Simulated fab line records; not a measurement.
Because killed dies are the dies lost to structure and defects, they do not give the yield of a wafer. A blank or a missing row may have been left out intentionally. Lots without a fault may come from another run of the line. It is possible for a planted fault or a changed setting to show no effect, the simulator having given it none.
A struck lot beside a sound one / flow sky130 / 35 out of 708 route steps
Sound: the wafers L802.3, L802.4, L802.6. Struck: wafer L805.6 (L805.2, L805.3, from the same lot, were not struck and are left out); the cause is given at the end.
At each step with rows: each side's tool, then ch and its chambers, then its first start. Under that, the readings that differ: sound wafers / struck wafers / difference of the means / sigmas: that difference in standard deviations of wafers without a fault.
alike: readings with means less than 2 such deviations apart, plus words and numbers identical on both sides. not compared: withheld readings, readings lacking a value on some wafer, bounds such as >300 that could conceal the same value, and numbers that have no deviation in the record and whose values overlap.
The two part at a step that has a row with sigmas, a row that says differs or no value, or rows on one side only. When numbers do not overlap yet have no deviation, they are printed without sigmas and do not part them. A reading missing from all wafers of one side parts the sides only when that side holds two or more wafers.

first, 10 steps without rows for these wafers: SKY_VIA1_STRIP_17 (strips in post etch residue remover, time 1200 s); SKY_VIA1_CLEAN_18 (cleans in IPA, time 180 s); SKY_VIA1_CLEAN_19 (cleans in O3/DIW); SKY_VIA1_SPUTTER_20 (material TiN, target thk 20 nm, time 80 s); SKY_VIA1_CVD_21 (deposits W, target thk 270 nm, time 80.902 s); SKY_VIA1_CMP_24 (polishes, stops on SiO2, t overpolish 15 s, target thk 0 nm); SKY_METAL2_SPUTTER_00 (material Ti, target thk 15 nm, time 10 s); SKY_METAL2_SPUTTER_01 (material TiN, target thk 20 nm, time 16.7 s); SKY_METAL2_SPUTTER_02 (material AlCu, target thk 250 nm, time 13.3 s); SKY_METAL2_SPUTTER_03 (material Ti, target thk 5 nm, time 3.3 s).
SKY_METAL2_SPUTTER_04: material TiN, target thk 70 nm, time 58.3 s.
  sound: pvd sputter-04 at day 37 15:20; struck: pvd sputter-04 at day 38 14:50
  alike: cathode dc power W, throttle valve pct
then, 23 steps without rows for these wafers: SKY_METAL2_DEHYDRATE_07 (time 60 s); SKY_METAL2_HMDS_08 (prime time 60 s); SKY_METAL2_COAT_09 (resist thk 60 nm); SKY_METAL2_COAT_10 (resist thk 450 nm); SKY_METAL2_SOFTBAKE_11 (time 90 s); SKY_METAL2_EXPOSE_12 (exposes mask MM2, target cd 140 nm); SKY_METAL2_PEB_13; SKY_METAL2_DEVELOP_14 (develop time 60 s); SKY_METAL2_DESCUM_17 (chemistry O2, time 8 s); SKY_METAL2_ETCH_18 (etches BARC in N2/H2, stops on SiO2, time 45.9 s, target depth 60 nm); SKY_METAL2_METAL_ETCH_19 (etches the open film in Cl2/BCl3, stops on SiO2, target depth 360 nm, time 78 s); SKY_METAL2_STRIP_20 (strips in O2/N2); SKY_METAL2_STRIP_21 (strips in post etch residue remover, time 1200 s); SKY_METAL2_CLEAN_22 (cleans in IPA, time 180 s); SKY_METAL2_CLEAN_23 (cleans in O3/DIW); SKY_VIA2_HDPCVD_00 (deposits SiO2, target thk 1180 nm, time 196.7 s); SKY_VIA2_CMP_02 (polishes SiO2); SKY_VIA2_DEHYDRATE_04 (time 60 s); SKY_VIA2_HMDS_05 (prime time 60 s); SKY_VIA2_COAT_06 (resist thk 60 nm); SKY_VIA2_COAT_07 (resist thk 450 nm); SKY_VIA2_SOFTBAKE_08 (time 90 s); SKY_VIA2_EXPOSE_09 (exposes mask VIM2, target cd 200 nm).
-- the record jumps here: 11 days lie between the struck wafers' starts before and after (it left off in module VIA2 and takes up again in module PAD_OPEN, whose first step shown is number 708 of the route) --
SKY_PAD_OPEN_PROBE_99:
  sound: prober-01 at day 48 12:35; struck: prober-02 at day 49 05:29
reading=defect limited yield (%); sound=87.0 88.0 85.6; struck=71.5; difference=-15.4; sigmas=-7
reading=killed_at_M0_to_M3; sound=29 36 29; struck=100; difference=+69; sigmas=+10
reading=killed dies; sound=64 59 71; struck=140; difference=+75; sigmas=+8
reading=sort_bin_3_pad_short (%); sound=1.2 0.4 0.4; struck=4.5; difference=+3.8; sigmas=+9
reading=sort_bin_5_function (%); sound=7.3 7.9 7.9; struck=17.1; difference=+9.4; sigmas=+6
reading=sort_bin_6_memory (%); sound=4.5 3.7 6.1; struck=6.9; difference=+2.1; sigmas=+2
reading=sort n pass; sound=428 433 421; struck=352; difference=-75; sigmas=-8
reading=sort yield pct (%); sound=87.0 88.0 85.6; struck=71.5; difference=-15.4; sigmas=-7
reading=model.etest.tester.sort n pass; sound=428 433 421; struck=352; difference=-75; sigmas=
reading=model.etest.tester.sort yield pct (%); sound=86.99 88.01 85.57; struck=71.54; difference=-15.32; sigmas=
reading=model.etest.tester.sort_bin_5_pct (%); sound=7.317 7.927 7.927; struck=17.07; difference=+9.35; sigmas=
reading=model.etest.tester.sort_bin_3_pct (%); sound=1.22 0.4065 0.4065; struck=4.472; difference=+3.794; sigmas=
  alike: killed_at_M4_up, killed at contacts, killed at front end, killed at other, killed open, killed short

WHERE THEY PART
Only at SKY_PAD_OPEN_PROBE_99, within this record.

WHY: the cause the simulator had injected
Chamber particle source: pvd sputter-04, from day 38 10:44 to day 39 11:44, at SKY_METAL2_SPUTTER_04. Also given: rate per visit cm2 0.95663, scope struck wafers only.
